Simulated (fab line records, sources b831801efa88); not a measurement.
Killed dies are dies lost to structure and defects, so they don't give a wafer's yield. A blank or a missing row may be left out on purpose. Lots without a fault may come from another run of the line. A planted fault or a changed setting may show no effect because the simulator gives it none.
One fault seen from 2 desks | flow gf180mcu | each desk has only its own numbers; what lay behind them comes last

THE METROLOGY DESK
What the gauges read, lot by lot, whatever tool the lot ran on: means of the sampled wafers that have a number. A lot is out of limits, marked OUT, if its mean lies more than 4 standard deviations from the usual mean; the brackets give that distance.
Columns: A = MVPSD_OVL at GF_MVPSD_OVL_MEAS_07, usual -1.1 nm; B = VT_IMPLANT_02_OVL at GF_VT_IMPLANT_OVL_MEAS_29, usual 0.0 nm; C = VT_IMPLANT_3_TW at GF_VT_IMPLANT_TW_MEAS_32, usual 268
lot  | first seen here | A    | B    | C
L269 | day 4 23:25     | -2.7 | 0.9  | 262
L273 | day 6 00:50     | -1.0 | -1.5 | 270
L274 | day 6 11:28     | -2.2 | 1.4  | 30 (-52) OUT
L282 | day 8 05:40     | -0.4 | 0.3  | 265
L283 | day 8 13:31     | -3.3 | -0.8 | 264
L284 | day 8 17:46     | -1.6 | -0.6 | 270
L285 | day 8 23:14     | 0.3  | 1.6  | 270
L288 | day 9 19:34     | -0.3 | 0.1  | 272
L289 | day 10 00:10    | -0.9 | 1.3  | 273
L290 | day 10 07:35    | -1.3 | 0.0  | 270
L292 | day 10 20:47    | -3.9 | -0.9 | 262
This desk's finding: out of limits on L274; first on L274, day 8 10:49 (VT_IMPLANT_3_TW at GF_VT_IMPLANT_TW_MEAS_32). In limits: L269, L273, L282, L283, L284, L285, L288, L289, L290, L292.

THE TOOL OWNER'S DESK: plasma_asher-02
The tool's own readings at GF_VT_IMPLANT_STRIP_20 (strips in O2/N2): means of the sampled wafers that have a number, for each lot that ran on this tool. A lot is out of limits, marked OUT, if its mean lies more than 4 standard deviations from the usual mean; the brackets give that distance.
Columns: A = drypump_motor_current_A at GF_VT_IMPLANT_STRIP_20, usual 5.8 A; B = heater_power_w at GF_VT_IMPLANT_STRIP_20, usual 343 W; C = oes_product_au at GF_VT_IMPLANT_STRIP_20, usual 0.716 a.u.; D = strip_time_to_endpoint_s at GF_VT_IMPLANT_STRIP_20, usual 12.539 s
lot  | first seen here | A   | B   | C               | D
L269 | day 6 04:18     | 6.2 | 397 | 0.713           | 12.514
L273 | day 7 08:22     | 6.2 | 401 | 0.719           | 12.543
L274 | day 7 17:43     | 6.0 | 374 | 0.939 (+50) OUT | -
L283 | day 10 00:38    | 6.0 | 374 | 0.713           | 12.546
This desk's finding: out of limits on L274; first on L274, day 7 17:43 (oes_product_au at GF_VT_IMPLANT_STRIP_20). In limits: L269, L273, L283.

PUT TOGETHER
The tool owner's desk could have raised an alarm at day 7 17:43, on L274.
The metrology desk could have raised an alarm at day 8 10:49, on L274.
Of the lots named, all ran GF_VT_IMPLANT_STRIP_20 on plasma_asher-02.

WHAT THE SIMULATOR HAD PUT IN
Strip aborted: plasma_asher-02, from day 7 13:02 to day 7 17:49, at GF_VT_IMPLANT_STRIP_20. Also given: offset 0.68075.
Lots struck among those shown: L274.
Hours from the fault's start to each desk's first reading out of limits: the tool owner's desk, 5; the metrology desk, 22.
